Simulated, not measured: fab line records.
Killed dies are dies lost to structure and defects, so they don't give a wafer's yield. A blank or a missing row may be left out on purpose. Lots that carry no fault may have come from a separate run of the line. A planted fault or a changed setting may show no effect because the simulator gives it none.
A lot that was struck, set against a sound lot :: flow sky130 :: 15 steps out of a route of 708
Sound: these wafers, L534.1, L534.2, L534.6. Struck: wafers L533.2, L533.5. (L533.6 of the same lot was not struck and is left out.) The cause comes at the end.
Each step with rows lists, per side, the tool, then ch with its chambers, then its first start. Under that, the readings that differ: sound wafers :: struck wafers :: difference of the means :: sigmas: that difference in standard deviations of wafers without a fault.
alike: a reading whose means differ by less than 2 such deviations, as well as words and numbers matching on both sides. not compared: withheld readings; readings where some wafer has no value; bounds like >300 that might hide an equal value; numbers whose values overlap and for which the record gives no deviation.
A row with sigmas, a row that says differs or no value, or rows on one side alone: a step with any of these is where the two part. When numbers do not overlap yet have no deviation, they are printed without sigmas and do not part them. A reading that every wafer of one side lacks parts them only if that side has two wafers or more.

first, 2 steps without rows for these wafers: SKY_VT_ADJUST_LVTN_PEB_16; SKY_VT_ADJUST_LVTN_DEVELOP_17 (develop time 60 s).
SKY_VT_ADJUST_LVTN_OVL_MEAS_18:
  sound on overlay-01 at day 15 07:57; struck on overlay-02 at day 15 10:33
  alike: VT_ADJUST_LVTN_01_OVL
after that, 1 step had no rows for these wafers: SKY_VT_ADJUST_LVTN_IMPLANT_19.
SKY_VT_ADJUST_LVTN_STRIP_20: strips in O2/N2.
  sound on plasma-asher-02 ch 0,1, day 15 08:08; struck on plasma-asher-03 ch 0,1, day 15 10:44
  alike: drypump-motor-current-A, oes-product-au, strip-time-to-endpoint-s
  not compared: rf-hours-counter-h
SKY_VT_ADJUST_LVTN_TW_MEAS_21:
  sound on film-metro-01 at day 15 08:14; struck on film-metro-03 at day 15 10:50
  alike: VT_ADJUST_LVTN_2_TW
then, 6 steps without rows for these wafers: SKY_VT_ADJUST_NCORE_DEHYDRATE_00 (time 60 s); SKY_VT_ADJUST_NCORE_HMDS_01 (prime time 60 s); SKY_VT_ADJUST_NCORE_COAT_02 (resist thk 1140 nm); SKY_VT_ADJUST_NCORE_SOFTBAKE_03 (time 60 s); SKY_VT_ADJUST_NCORE_EXPOSE_04 (exposes mask LVTN COMPLEMENT THIN, target cd 380 nm); SKY_VT_ADJUST_NCORE_PEB_05.
SKY_VT_ADJUST_NCORE_DEVELOP_06: develop time 60 s.
  sound on litho-track-04 ch 0, day 16 11:58; struck on litho-track-04 ch 0, day 16 14:35
SKY_VT_ADJUST_NCORE_CD_MEAS_07: the cd target is 380 nm.
  sound on cd-sem-01 at day 16 12:07; struck on cd-sem-01 at day 16 14:54
reading: cd-nm (nm)
sound: 381.1 380.1 379.8
struck: 259.6 258.5
difference: -121.3
sigmas: -45
SKY_VT_ADJUST_NCORE_OVL_MEAS_08:
  sound on overlay-01 at day 16 12:14; struck on overlay-01 at day 16 15:01
  alike: VT_ADJUST_NCORE_OVL

== WHERE THEY PART ==
Only at SKY_VT_ADJUST_NCORE_CD_MEAS_07, as far as this record shows. Later steps at which nothing parts them and some readings are alike: SKY_VT_ADJUST_NCORE_OVL_MEAS_08.

WHY: what the simulator had put in
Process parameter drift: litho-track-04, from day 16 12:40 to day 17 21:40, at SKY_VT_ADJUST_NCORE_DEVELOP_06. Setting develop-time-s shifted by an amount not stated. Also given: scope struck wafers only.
